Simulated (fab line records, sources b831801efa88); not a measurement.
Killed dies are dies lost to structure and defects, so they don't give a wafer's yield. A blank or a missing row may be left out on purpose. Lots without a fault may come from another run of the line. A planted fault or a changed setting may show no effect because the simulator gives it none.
Which tool did it? | flow gf180mcu | 14 lots, 42 wafers sampled, at 3 steps of a route of 602

WHAT THE GAUGES READ, wafer by wafer
GF_CONTACT_THK_MEAS_03. Usual: CONTACT_CVD_02_THK 858 nm, standard deviation 13.
lot  | measured     | on            | CONTACT_CVD_02_THK (nm) | flag
L929 | day 15 03:13 | film_metro-04 | 838 868 855             |
L931 | day 15 22:48 | film_metro-01 | 846 860 866             |
L932 | day 16 07:19 | film_metro-01 | 862 860 865             |
L933 | day 16 21:13 | film_metro-04 | 849 846 848             |
L934 | day 17 05:26 | film_metro-01 | 866 883 875             |
L937 | day 18 06:58 | film_metro-04 | 863 845 876             |
L939 | day 19 02:13 | film_metro-01 | 842 871 866             |
L940 | day 19 06:44 | film_metro-04 | 874 883 886             |
L942 | day 20 00:35 | film_metro-01 | 856 847 858             |
L946 | day 21 17:39 | film_metro-01 | 858 884 881             |
L948 | day 22 12:22 | film_metro-04 | 861 863 865             |
L952 | day 23 17:26 | film_metro-04 | 854 853 872             |

WHICH TOOL RAN EACH LOT (tool, then ch and the chambers of the sampled wafers, then the start)
lot  | GF_VT_IMPLANT_STRIP_09               | GF_VT_IMPLANT_DEVELOP_17
L929 | plasma_asher-01 ch 0,1, day 5 14:22  | litho_track-04 ch 0, day 6 04:19
L931 | plasma_asher-01 ch 0, day 6 03:42    | litho_track-03 ch 0, day 6 18:55
L932 | plasma_asher-04 ch 0,1, day 6 09:40  | litho_track-03 ch 0, day 7 00:01
L933 | plasma_asher-01 ch 0,1, day 6 15:58  | litho_track-03 ch 0, day 7 07:43
L934 | plasma_asher-04 ch 0,1, day 6 21:52  | litho_track-04 ch 0, day 7 13:32
L937 | plasma_asher-04 ch 0,1, day 7 16:15  | litho_track-01 ch 0, day 8 08:14
L939 | plasma_asher-04 ch 0,1, day 8 06:08  | litho_track-04 ch 0, day 8 23:14
L940 | plasma_asher-04 ch 0,1, day 8 10:53  | litho_track-03 ch 0, day 9 03:26
L942 | plasma_asher-03 ch 0,1, day 8 22:35  | litho_track-04 ch 0, day 9 14:50
L943 | plasma_asher-01 ch 0,1, day 9 05:15  | litho_track-04, day 9 22:25
L944 | plasma_asher-03 ch 0,1, day 9 13:11  | litho_track-03, day 10 06:44
L946 | plasma_asher-01 ch 0,1, day 10 05:14 | litho_track-01 ch 0, day 10 22:49
L948 | plasma_asher-04 ch 0,1, day 10 15:56 | litho_track-04 ch 0, day 11 09:53
L952 | plasma_asher-01 ch 0,1, day 11 18:57 | litho_track-03 ch 0, day 12 14:31
- GF_VT_IMPLANT_STRIP_09: strips in O2/N2.
- GF_VT_IMPLANT_DEVELOP_17: develop time 60 s.

WHAT THE TOOLS THEMSELVES READ (means of the sampled wafers that have a number; where no wafer has one, the mark that the record gives instead)
GF_VT_IMPLANT_STRIP_09. Usual: drypump_motor_current_A 5.8 A, standard deviation 0.5; heater_power_w 346 W, standard deviation 23; oes_product_au 0.715 a.u., standard deviation 0.0044; strip_time_to_endpoint_s 12.63 s, standard deviation 0.032.
lot  | tool            | drypump_motor_current_A (A) | heater_power_w (W) | oes_product_au (a.u.) | strip_time_to_endpoint_s (s) | flag
L929 | plasma_asher-01 | 5.6                         | 347                | 0.717                 | 12.65                        |
L931 | plasma_asher-01 | 5.3                         | 344                | 0.714                 | 12.67                        |
L932 | plasma_asher-04 | 6.2                         | 362                | 0.712                 | 12.63                        |
L933 | plasma_asher-01 | 5.6                         | 348                | 0.711                 | 12.61                        |
L934 | plasma_asher-04 | 5.9                         | 341                | 0.716                 | 12.61                        |
L937 | plasma_asher-04 | 6.2                         | 364                | 0.714                 | 12.61                        |
L939 | plasma_asher-04 | 5.9                         | 338                | 0.716                 | 12.63                        |
L940 | plasma_asher-04 | 5.9                         | 337                | 0.720                 | 12.63                        |
L942 | plasma_asher-03 | 5.3                         | 340                | 0.714                 | 12.63                        |
L943 | plasma_asher-01 | 6.0                         | 350                | 0.714                 | 12.69                        |
L944 | plasma_asher-03 | 5.3                         | 343                | 0.717                 | 12.60                        |
L946 | plasma_asher-01 | 6.0                         | 342                | 0.715                 | 12.61                        |
L948 | plasma_asher-04 | 6.2                         | 358                | 0.718                 | 12.65                        |
L952 | plasma_asher-01 | 6.0                         | 348                | 0.715                 | 12.60                        |

GF_VT_IMPLANT_DEVELOP_17. Usual: chill_plate_temp_C 22.99 C, standard deviation 0.11; developer_temp_C 23.01 C, standard deviation 0.096.
lot  | tool           | chill_plate_temp_C (C) | developer_temp_C (C) | flag
L929 | litho_track-04 | 23.04                  | 23.03                |
L931 | litho_track-03 | 22.87                  | 23.09                |
L932 | litho_track-03 | 22.89                  | 23.02                |
L933 | litho_track-03 | 22.94                  | 23.06                |
L934 | litho_track-04 | 23.01                  | 23.05                |
L937 | litho_track-01 | 23.04                  | 23.12                |
L939 | litho_track-04 | 23.09                  | 23.03                |
L940 | litho_track-03 | 23.05                  | 22.93                |
L942 | litho_track-04 | 23.06                  | 22.94                |
L943 | litho_track-04 | -                      | -                    | OFF
L944 | litho_track-03 | -                      | -                    | OFF
L946 | litho_track-01 | 23.04                  | 23.07                |
L948 | litho_track-04 | 22.98                  | 23.02                |
L952 | litho_track-03 | 23.05                  | 23.03                |

THE ANSWER, worked out from the rows above alone
Rule: a lot is off if the mean of its wafers that have a number lies more than 3 standard deviations from the usual mean. A lot without any number at a reading at which 4 lots or more have one is off too. The other lots that the step has rows for count as sound. The gauges are gone through in route order, then the tools' own readings, and for those a lot's mean is taken as printed above. The first step at which some lot is off is used, and at that step the reading that is off furthest; a lot without a number counts as furthest.
Off: L943, L944, at GF_VT_IMPLANT_DEVELOP_17 (chill_plate_temp_C). Without a number there: L943, L944.
A tool fits if, at that step or a process step before it, it ran every lot that is off, and no sound lot after the first of them. None of those tried fits.

WHAT THE SIMULATOR HAD PUT IN
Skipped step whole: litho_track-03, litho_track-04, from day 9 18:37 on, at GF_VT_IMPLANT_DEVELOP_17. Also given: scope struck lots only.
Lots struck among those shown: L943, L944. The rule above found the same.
